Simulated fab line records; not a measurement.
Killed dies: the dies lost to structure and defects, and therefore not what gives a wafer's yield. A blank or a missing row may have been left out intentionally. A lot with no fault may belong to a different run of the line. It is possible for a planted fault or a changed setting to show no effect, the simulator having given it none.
fab line records | flow sky130
record: lots: 6 | wafers: 18 | lastDay: 50
route steps=708 shown SONOS_ONO@186 GATE_OXIDE@187 PAD_OPEN@708
lots that met no fault: from a run of the same line without faults
startH: the number of hours between the record's first day and the start of the first shown wafer of the lot | waitH: hours elapsed since this lot's preceding step | " same as the row above | L1.1+2: several wafers, shown together as one row | - no value, or no start was given | * or withheld: withheld | < > ~ a bound
route shown NAME@n: names a module that has steps shown in the file, with the first one's number in the route | usual: mean and standard deviation over wafers with no fault | same: alike in all rows | chamber/n: place in a boat | sites: the reading at each site | _std_site: standard deviation of those values | _edge_site: the outer-site mean with the inner-site mean subtracted | radiusMm: how far each site lies from the wafer's centre | mask NAME#n: copy n | behind: the last tool/chamber to shape the wafer | hold: the reason the lot was held/the length of the hold in hours/how it ended | device: the n, p or np transistor that did not switch | end of line: the same wafers' tests at the end of the route | for a step that has no rows: nothing shown but its recipe | killed: dies lost to structure and defects at the first sort, not the wafer's yield | map: shows each die of a wafer: x if killed, . if not, _ if none is there
set.NAME: setting as actually run; set.NAME@STEP: the setting as run at that earlier step | model.NAME: the simulator's own value behind a step, which no gauge read
certain route steps with their lots: each step a table, each wafer a row
services: the hour from which a tool's chamber was out of use, counted from the record's first day as startH (under 0 if before that day), plus the number of hours and why
== steps ==
step: SKY_SONOS_ONO_WET_ETCH_18
recipe: chemistry: H3PO4 | targetDepthNm: 15 | target: Si3N4 | tempC: 160 | timeS: 172
step: SKY_GATE_OXIDE_CLEAN_00
recipe: chemistry: SC1/SC2 | mix: 1:4:20 | tempC: 70 | timeS: 150 | dry: n2Spin
step: SKY_GATE_OXIDE_OXIDATION_01
recipe: tempC: 900 | ambient: O2 | stabiliseS: 600 | purgeS: 300 | targetThkA: 102.68 | oxTimeS: 1473
step: SKY_GATE_OXIDE_THK_MEAS_02
recipe: reads: SiO2_of_GATE_OXIDE_OXIDATION_01
usual: GATE_OXIDE_OXIDATION_00_THK: 10.20/0.19
lot.wafer | tool         | chamber | startH | waitH | GATE_OXIDE_OXIDATION_00_THK[nm]
L234.1    | filmMetro-03 | -       | 274.21 | 0.0   | 10.45
L234.4    | "            | -       | "      | "     | 10.38
L234.6    | "            | -       | "      | "     | 10.43
L243.2    | filmMetro-04 | -       | 376.08 | 0.0   | 10.38
L243.3    | "            | -       | "      | "     | 10.61
L243.6    | "            | -       | "      | "     | 10.48
L247.2    | filmMetro-04 | -       | 388.49 | 0.0   | 10.48
L247.3    | "            | -       | "      | "     | 10.35
L247.5    | "            | -       | "      | "     | 10.26
L253.1    | filmMetro-02 | -       | 444.44 | 0.0   | 10.16
L253.3    | "            | -       | "      | "     | 10.19
L253.6    | "            | -       | "      | "     | 9.88
L255.2    | filmMetro-02 | -       | 459.27 | 0.0   | 9.92
L255.5    | "            | -       | "      | "     | 9.91
L255.6    | "            | -       | "      | "     | 9.82
L256.1    | filmMetro-02 | -       | 468.76 | 0.0   | 10.04
L256.5    | "            | -       | "      | "     | 9.97
L256.6    | "            | -       | "      | "     | 10.12
step: SKY_GATE_OXIDE_DEHYDRATE_03
recipe: tempC: 200 | timeS: 60
step: SKY_GATE_OXIDE_HMDS_04
recipe: primeTimeS: 60 | primeTempC: 120
step: SKY_GATE_OXIDE_COAT_05
recipe: resist: NOVOLAK | spinRpm: 3000 | resistThkNm: 1140
step: SKY_GATE_OXIDE_SOFTBAKE_06
recipe: tempC: 90 | timeS: 60 | resist: NOVOLAK
step: SKY_GATE_OXIDE_EXPOSE_07
recipe: maskId: LVOM | na: 0.6 | sourceShape: conventional | sigmaOuter: 0.6 | polarization: unpolarized | targetCdNm: 600 | doseMj: 170
step: SKY_GATE_OXIDE_PEB_08
recipe: tempC: withheld | timeS: * | resist: NOVOLAK
step: SKY_GATE_OXIDE_DEVELOP_09
recipe: resist: NOVOLAK | developer: TMAH | developTimeS: 60 | devTempC: 23
step: SKY_GATE_OXIDE_OVL_MEAS_10
usual: GATE_OXIDE_OVL: 0.8/1.3
lot.wafer | tool       | chamber | startH | waitH | GATE_OXIDE_OVL[nm]
L234.1    | overlay-02 | -       | 298.46 | 0.1   | 1.7
L234.4    | "          | -       | "      | "     | 1.8
L234.6    | "          | -       | "      | "     | 1.3
L243.2    | overlay-02 | -       | 404.51 | 0.1   | 0.5
L243.3    | "          | -       | "      | "     | 1.9
L243.6    | "          | -       | "      | "     | 2.4
L247.2    | overlay-02 | -       | 417.54 | 0.1   | 0.3
L247.3    | "          | -       | "      | "     | 1.1
L247.5    | "          | -       | "      | "     | 3.3
L253.1    | overlay-02 | -       | 475.26 | 0.1   | -1.8
L253.3    | "          | -       | "      | "     | -2.4
L253.6    | "          | -       | "      | "     | 0.3
L255.2    | overlay-01 | -       | 489.96 | 0.1   | 1.2
L255.5    | "          | -       | "      | "     | 1.7
L255.6    | "          | -       | "      | "     | 0.4
L256.1    | overlay-02 | -       | 499.73 | 0.1   | -1.7
L256.5    | "          | -       | "      | "     | 0.3
L256.6    | "          | -       | "      | "     | 0.5
step: SKY_GATE_OXIDE_IMPLANT_11
recipe: species: B | energyKev: 10 | doseCm2: 2.6e+12 | tiltDeg: withheld
usual: doseIonsCm2: 2.5992e+12/2.8e+09 | faradayCurrentUA: 14.66/0.29
lot.wafer | tool         | chamber | startH | waitH | doseIonsCm2 | faradayCurrentUA
L234.1    | implanter-01 | 0       | 298.50 | 0.0   | 2.5974e+12  | 14.79
L234.4    | "            | 0       | "      | "     | 2.6007e+12  | 15.09
L234.6    | "            | 0       | "      | "     | 2.5968e+12  | 14.65
L243.2    | implanter-01 | 0       | 404.57 | 0.0   | 2.9802e+12  | 16.68
L243.3    | "            | 0       | "      | "     | 2.9819e+12  | 17.00
L243.6    | "            | 0       | "      | "     | 2.9858e+12  | 16.78
L247.2    | implanter-01 | 0       | 417.59 | 0.0   | 2.9842e+12  | 17.36
L247.3    | "            | 0       | "      | "     | 2.984e+12   | 16.58
L247.5    | "            | 0       | "      | "     | 2.9851e+12  | 16.47
L253.1    | implanter-01 | 0       | 475.29 | 0.0   | 2.598e+12   | 14.24
L253.3    | "            | 0       | "      | "     | 2.5996e+12  | 14.41
L253.6    | "            | 0       | "      | "     | 2.5944e+12  | 14.42
L255.2    | implanter-04 | 0       | 490.02 | 0.0   | 2.5977e+12  | 14.83
L255.5    | "            | 0       | "      | "     | 2.6043e+12  | 14.63
L255.6    | "            | 0       | "      | "     | 2.5985e+12  | 15.33
L256.1    | implanter-01 | 0       | 499.76 | 0.0   | 2.5952e+12  | 14.94
L256.5    | "            | 0       | "      | "     | 2.5963e+12  | 14.66
L256.6    | "            | 0       | "      | "     | 2.5932e+12  | 15.03
step: SKY_GATE_OXIDE_WET_ETCH_12
recipe: chemistry: dHF | targetDepthNm: 16.8 | dry: n2Spin | target: SiO2 | dilution: 100:1 | tempC: 25 | timeS: 336
step: SKY_GATE_OXIDE_STRIP_13
recipe: chemistry: O2/N2 | powerW: 1400 | pressureMtorr: 1500 | platenTempC: withheld | o2FlowSccm: 3000 | n2FlowSccm: 300 | overashFraction: 0.5
usual: drypumpMotorCurrentA: 5.7/0.51 | oesProductAu: 0.716/0.0048 | stripTimeToEndpointS: 14.23/0.04
lot.wafer | tool           | chamber | startH | waitH | drypumpMotorCurrentA | oesProductAu | rfHoursCounterH | stripTimeToEndpointS
L234.1    | plasmaAsher-01 | 0       | 298.76 | 0.0   | 5.2                  | 0.719        | 48              | 14.27
L234.4    | "              | 1       | "      | "     | 6.3                  | 0.716        | -               | 14.25
L234.6    | "              | 0       | "      | "     | 5.2                  | 0.721        | -               | 14.23
L243.2    | plasmaAsher-02 | 1       | 404.80 | 0.0   | 5.8                  | 0.712        | 71              | 14.22
L243.3    | "              | 0       | "      | "     | 6.0                  | 0.711        | -               | 14.25
L243.6    | "              | 1       | "      | "     | 5.8                  | 0.723        | -               | 14.21
L247.2    | plasmaAsher-01 | 1       | 417.91 | 0.1   | 6.3                  | 0.713        | 55              | 14.22
L247.3    | "              | 0       | "      | "     | 5.1                  | 0.717        | -               | 14.24
L247.5    | "              | 1       | "      | "     | 6.3                  | 0.719        | -               | 14.24
L253.1    | plasmaAsher-02 | 0       | 475.55 | 0.0   | 6.0                  | 0.713        | 79              | 14.24
L253.3    | "              | 1       | "      | "     | 5.8                  | 0.714        | -               | 14.20
L253.6    | "              | 0       | "      | "     | 6.0                  | 0.726        | -               | 14.21
L255.2    | plasmaAsher-01 | 1       | 490.25 | 0.0   | 6.3                  | 0.714        | 63              | 14.26
L255.5    | "              | 0       | "      | "     | 5.2                  | 0.716        | -               | 14.23
L255.6    | "              | 1       | "      | "     | 6.3                  | 0.720        | -               | 14.26
L256.1    | plasmaAsher-02 | 0       | 500.01 | 0.0   | 6.0                  | 0.724        | 81              | 14.15
L256.5    | "              | 1       | "      | "     | 5.8                  | 0.713        | -               | 14.14
L256.6    | "              | 0       | "      | "     | 6.0                  | 0.714        | -               | 14.14
step: SKY_GATE_OXIDE_TW_MEAS_14
usual: GATE_OXIDE_TW: 225.9/1.9
lot.wafer | tool         | chamber | startH | waitH | GATE_OXIDE_TW
L234.1    | filmMetro-02 | -       | 298.86 | 0.1   | 224.5
L234.4    | "            | -       | "      | "     | 225.8
L234.6    | "            | -       | "      | "     | 224.2
L243.2    | filmMetro-04 | -       | 404.91 | 0.1   | 239.1
L243.3    | "            | -       | "      | "     | 237.0
L243.6    | "            | -       | "      | "     | 238.3
L247.2    | filmMetro-03 | -       | 418.02 | 0.1   | 234.1
L247.3    | "            | -       | "      | "     | 234.5
L247.5    | "            | -       | "      | "     | 234.3
L253.1    | filmMetro-02 | -       | 475.65 | 0.1   | 225.0
L253.3    | "            | -       | "      | "     | 225.5
L253.6    | "            | -       | "      | "     | 224.5
L255.2    | filmMetro-02 | -       | 490.36 | 0.1   | 225.8
L255.5    | "            | -       | "      | "     | 224.4
L255.6    | "            | -       | "      | "     | 225.5
L256.1    | filmMetro-04 | -       | 500.11 | 0.1   | 228.7
L256.5    | "            | -       | "      | "     | 229.6
L256.6    | "            | -       | "      | "     | 228.6
step: SKY_GATE_OXIDE_CLEAN_15
recipe: chemistry: SC1/SC2 | mix: 1:4:20 | tempC: 70 | timeS: 150 | dry: n2Spin
step: SKY_PAD_OPEN_PROBE_99
usual: killed_at_M0_to_M3: 44/7.5 | killed_at_M4_up: 2.9/1.8 | killedAtContacts: 24/5.1 | killedAtFrontEnd: 16/4.7 | killedAtOther: 0.3/0.46 | killedDies: 87/9.9 | killedOpen: 47/8 | killedShort: 39/6.3
same: grossDies: 492 | killedAtBackSide: 0
lot.wafer | tool      | chamber | startH  | waitH | killed_at_M0_to_M3 | killed_at_M4_up | killedAtContacts | killedAtFrontEnd | killedAtOther | killedDies | killedOpen | killedShort | model.etest.tipP.rsOhmSq | model.etest.pfet_01v8.rOnOhmUm | model.etest.nfet_01v8_lvt.driveUaUm | model.etest.pfet_01v8_lvt.driveUaUm | model.etest.nfet_01v8_swapped.driveUaUm | model.etest.pfet_01v8.driveUaUm | model.etest.pfet_01v8_mvt.driveUaUm | model.etest.pfet_01v8_hvt.driveUaUm
L234.1    | prober-01 | -       | 1068.25 | 0.1   | 36                 | 3               | 29               | 21               | 0             | 89         | 46         | 43          | 6842                     | 2902                           | 571.2                               | 173.4                               | 500.6                                   | 193.2                           | 152.9                               | 145.9
L234.4    | prober-01 | -       | 1068.40 | 0.2   | 40                 | 3               | 19               | 16               | 0             | 78         | 48         | 30          | 6762                     | 2888                           | 580                                 | 173.2                               | 508.9                                   | 195                             | 155.1                               | 146.1
L234.6    | prober-01 | -       | 1068.50 | 0.2   | 51                 | 1               | 24               | 22               | 0             | 98         | 56         | 42          | 6827                     | 2870                           | 579.4                               | 174.1                               | 508.3                                   | 194.9                           | 153.1                               | 145.2
L243.2    | prober-01 | -       | 1147.57 | 0.1   | 45                 | 2               | 25               | 18               | 0             | 90         | 48         | 42          | 6662                     | 2770                           | 551.9                               | 194.1                               | 490.5                                   | 210.4                           | 166.1                               | 158.9
L243.3    | prober-01 | -       | 1147.62 | 0.2   | 33                 | 3               | 28               | 16               | 0             | 80         | 36         | 44          | 6688                     | 2785                           | 542                                 | 191.7                               | 483.3                                   | 207.5                           | 165                                 | 154.1
L243.6    | prober-01 | -       | 1147.77 | 0.2   | 44                 | 2               | 18               | 16               | 0             | 80         | 41         | 39          | 6667                     | 2759                           | 547.2                               | 196.9                               | 481.5                                   | 210.9                           | 165.8                               | 156.9
L247.2    | prober-02 | -       | 1151.27 | 0.1   | 49                 | 3               | 23               | 18               | 0             | 93         | 48         | 45          | 6685                     | 2873                           | 535.8                               | 185                                 | 475.1                                   | 198.9                           | 158.1                               | 147.1
L247.3    | prober-02 | -       | 1151.32 | 0.2   | 43                 | 3               | 13               | 17               | 0             | 76         | 43         | 33          | 6680                     | 2831                           | 539.2                               | 188.2                               | 472.1                                   | 201.2                           | 161.4                               | 153.1
L247.5    | prober-02 | -       | 1151.42 | 0.2   | 55                 | 6               | 33               | 15               | 1             | 110        | 52         | 58          | 6676                     | 2840                           | 538.5                               | 186.8                               | 467                                     | 202.5                           | 160.2                               | 149.1
L253.1    | prober-02 | -       | 1184.60 | 0.1   | 40                 | 2               | 24               | 11               | 0             | 77         | 38         | 37          | 6863                     | 2861                           | 577.4                               | 172                                 | 503.1                                   | 194.3                           | 152.5                               | 144.4
L253.3    | prober-02 | -       | 1184.70 | 0.2   | 35                 | 3               | 22               | 16               | 0             | 76         | 39         | 35          | 6905                     | 2887                           | 556.8                               | 170.7                               | 488.1                                   | 192.8                           | 149.8                               | 143
L253.6    | prober-02 | -       | 1184.85 | 0.2   | 40                 | 4               | 26               | 8                | 0             | 78         | 48         | 30          | 6895                     | 2884                           | 567.7                               | 172.8                               | 489.2                                   | 190.7                           | 150.3                               | 143.2
L255.2    | prober-02 | -       | 1192.35 | 0.1   | 46                 | 2               | 25               | 21               | 1             | 95         | 56         | 39          | 6737                     | 2786                           | 587.2                               | 182                                 | 514.5                                   | 203.8                           | 157.6                               | 151.4
L255.5    | prober-02 | -       | 1192.50 | 0.2   | 56                 | 2               | 19               | 9                | 0             | 86         | 51         | 35          | 6811                     | 2842                           | 567.9                               | 179                                 | 503                                     | 197.5                           | 155.2                               | 147.7
L255.6    | prober-02 | -       | 1192.55 | 0.2   | 46                 | 3               | 29               | 12               | 0             | 90         | 57         | 33          | 6811                     | 2866                           | 569.8                               | 179.2                               | 499.9                                   | 193.5                           | 154.1                               | 144.9
L256.1    | prober-01 | -       | 1196.67 | 0.1   | 32                 | 1               | 26               | 11               | 0             | 70         | 39         | 31          | 6820                     | 2921                           | 547.7                               | 172.8                               | 483.9                                   | 191.5                           | 152.5                               | 140.8
L256.5    | prober-01 | -       | 1196.87 | 0.2   | 41                 | 2               | 29               | 17               | 0             | 89         | 53         | 35          | 6740                     | 2819                           | 578.7                               | 180                                 | 511.9                                   | 199.6                           | 159.6                               | 150.4
L256.6    | prober-01 | -       | 1196.92 | 0.2   | 43                 | 6               | 28               | 15               | 1             | 93         | 48         | 44          | 6813                     | 2828                           | 569.3                               | 177.3                               | 497.9                                   | 198.7                           | 156.8                               | 147.2
killed by level:class
L234.1 CONTACT:geometricParticle:open=13 VIA1:geometricParticle:open=8 CONTACT:geometricParticle:short=7 FIELD_ISO:geometricParticle:open=5 METAL1:geometricParticle:short=5 FIELD_ISO:geometricParticle:short=4 POLY_GATE:geometricParticle:open=4 METAL2:geometricParticle:short=4
L234.4 CONTACT:geometricParticle:open=9 VIA1:geometricParticle:open=9 VIA2:geometricParticle:open=6 VIA1:geometricParticle:short=6 VIA3:geometricParticle:open=6 FIELD_ISO:geometricParticle:open=5 FIELD_ISO:geometricParticle:short=4 POLY_GATE:geometricParticle:open=4
L234.6 VIA1:geometricParticle:open=13 VIA3:geometricParticle:short=9 LI_CONTACT:geometricParticle:open=7 CONTACT:geometricParticle:open=7 VIA1:geometricParticle:short=6 FIELD_ISO:geometricParticle:open=5 SPACER:geometricParticle:open=5 VIA2:geometricParticle:open=5
L243.2 CONTACT:geometricParticle:open=11 VIA1:geometricParticle:open=9 VIA2:geometricParticle:open=8 VIA3:geometricParticle:open=7 POLY_GATE:geometricParticle:short=6 METAL1:geometricParticle:short=6 VIA1:geometricParticle:short=6 LI_CONTACT:geometricParticle:open=5
L243.3 CONTACT:geometricParticle:short=10 CONTACT:geometricParticle:open=8 METAL2:geometricParticle:short=6 VIA2:geometricParticle:open=6 VIA1:geometricParticle:open=5 FIELD_ISO:geometricParticle:open=4 POLY_GATE:geometricParticle:short=4 LI_CONTACT:geometricParticle:short=4
L243.6 VIA1:geometricParticle:short=8 VIA2:geometricParticle:open=6 VIA1:geometricParticle:open=6 FIELD_ISO:geometricParticle:open=5 LI_CONTACT:geometricParticle:open=5 LOCAL_INTERCONNECT:geometricParticle:short=5 CONTACT:geometricParticle:open=5 METAL2:geometricParticle:short=5
L247.2 VIA3:geometricParticle:open=13 LI_CONTACT:geometricParticle:open=7 VIA1:geometricParticle:open=7 POLY_GATE:geometricParticle:open=5 LOCAL_INTERCONNECT:geometricParticle:short=5 CONTACT:geometricParticle:short=5 CONTACT:geometricParticle:open=5 VIA3:geometricParticle:short=5
L247.3 VIA1:geometricParticle:open=9 VIA2:geometricParticle:open=7 VIA1:geometricParticle:short=6 VIA3:geometricParticle:open=6 FIELD_ISO:geometricParticle:open=5 POLY_GATE:geometricParticle:short=5 CONTACT:geometricParticle:open=5 METAL2:geometricParticle:short=5
L247.5 VIA1:geometricParticle:short=12 VIA3:geometricParticle:short=11 CONTACT:geometricParticle:open=10 VIA3:geometricParticle:open=9 LI_CONTACT:geometricParticle:open=8 VIA1:geometricParticle:open=7 FIELD_ISO:geometricParticle:open=6 CONTACT:geometricParticle:short=6
L253.1 CONTACT:geometricParticle:open=9 VIA1:geometricParticle:open=8 LOCAL_INTERCONNECT:geometricParticle:short=6 LI_CONTACT:geometricParticle:open=5 METAL2:geometricParticle:short=5 METAL3:geometricParticle:short=5 VIA1:geometricParticle:short=4 FIELD_ISO:geometricParticle:open=3
L253.3 VIA3:geometricParticle:open=9 CONTACT:geometricParticle:open=7 VIA1:geometricParticle:open=7 LOCAL_INTERCONNECT:geometricParticle:short=6 LI_CONTACT:geometricParticle:open=5 VIA1:geometricParticle:short=4 FIELD_ISO:geometricParticle:short=3 FIELD_ISO:geometricParticle:open=3
L253.6 CONTACT:geometricParticle:open=10 VIA1:geometricParticle:open=10 VIA2:geometricParticle:open=10 LI_CONTACT:geometricParticle:open=6 METAL2:geometricParticle:short=5 LI_CONTACT:geometricParticle:short=3 LOCAL_INTERCONNECT:geometricParticle:short=3 METAL1:geometricParticle:short=3
L255.2 CONTACT:geometricParticle:open=9 VIA1:geometricParticle:open=9 VIA3:geometricParticle:open=8 POLY_GATE:geometricParticle:short=7 LI_CONTACT:geometricParticle:open=6 METAL1:geometricParticle:short=6 FIELD_ISO:geometricParticle:open=5 METAL2:geometricParticle:short=5
L255.5 VIA1:geometricParticle:open=15 VIA2:geometricParticle:open=10 VIA3:geometricParticle:open=8 CONTACT:geometricParticle:open=7 LI_CONTACT:geometricParticle:open=6 METAL2:geometricParticle:short=5 VIA3:geometricParticle:short=5 CONTACT:geometricParticle:short=4
L255.6 VIA1:geometricParticle:open=18 CONTACT:geometricParticle:open=11 LI_CONTACT:geometricParticle:open=8 FIELD_ISO:geometricParticle:open=5 VIA3:geometricParticle:short=5 VIA1:geometricParticle:short=5 POLY_GATE:geometricParticle:short=4 LOCAL_INTERCONNECT:geometricParticle:short=4
L256.1 CONTACT:geometricParticle:open=9 VIA1:geometricParticle:open=7 VIA3:geometricParticle:short=6 LOCAL_INTERCONNECT:geometricParticle:short=5 VIA3:geometricParticle:open=5 LI_CONTACT:geometricParticle:short=4 LOCAL_INTERCONNECT:geometricParticle:open=4 FIELD_ISO:geometricParticle:short=3
L256.5 VIA1:geometricParticle:open=11 LI_CONTACT:geometricParticle:open=10 CONTACT:geometricParticle:open=6 VIA2:geometricParticle:open=6 LOCAL_INTERCONNECT:geometricParticle:short=5 METAL2:geometricParticle:short=5 VIA3:geometricParticle:open=5 FIELD_ISO:geometricParticle:short=4
L256.6 CONTACT:geometricParticle:open=10 VIA3:geometricParticle:open=10 VIA1:geometricParticle:open=9 LOCAL_INTERCONNECT:geometricParticle:short=7 FIELD_ISO:geometricParticle:short=5 METAL1:geometricParticle:short=5 VIA2:geometricParticle:short=5 METAL4:geometricParticle:short=4
== services ==
tool           | chamber | startH | hours | kind
implanter-01   | -       | 285.30 | 1.8   | repair
implanter-04   | -       | 304.21 | 1.4   | repair
plasmaAsher-01 | -       | 366.47 | 4.3   | pm
plasmaAsher-01 | -       | 374.77 | 24.6  | pm
plasmaAsher-01 | -       | 399.42 | 15.6  | pm
plasmaAsher-02 | -       | 416.96 | 1.8   | repair
plasmaAsher-02 | -       | 431.94 | 6.0   | repair
implanter-01   | -       | 459.96 | 3.3   | pm
implanter-04   | -       | 480.13 | 4.5   | pm
implanter-04   | -       | 492.84 | 2.3   | repair
== key ==
firstSign: step: SKY_GATE_OXIDE_IMPLANT_11 | reading: doseIonsCm2 | direction: up | sigmas: 99+ | usual: * | struck: *
effect: step: SKY_GATE_OXIDE_IMPLANT_11 | reading: faradayCurrentUA | direction: up | sigmas: 7.4 | usual: 14.66 | struck: 16.81
effect: step: SKY_GATE_OXIDE_TW_MEAS_14 | reading: GATE_OXIDE_TW | direction: up | sigmas: 5.4 | usual: 225.9 | struck: 236.2
modelEffect: step: SKY_PAD_OPEN_PROBE_99 | value: etest.tipP.rsOhmSq | without: 6847 | struck: 6676
metAt SKY_GATE_OXIDE_IMPLANT_11
struckWafers L243.2,L243.3,L243.6,L247.2,L247.3,L247.5
testerLeftOut L243,L247
onsetBetween 298.50 404.57
fault: kind: processParameterDrift | tool: implanter-01 | chamber: - | onsetH: 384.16 | steps: SKY_GATE_OXIDE_IMPLANT_11 | channel: doseCm2 | offset: * | shape: step | endH: 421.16 | actsIn: * | stated: *
testerLeftOut: of these lots the tester's yield and bins aren't shown, on N5 and GAA mostly nor the transistor test; their killed dies are dies lost to structure and defects alone, not to doping, threshold or leakage, so they don't give the yield
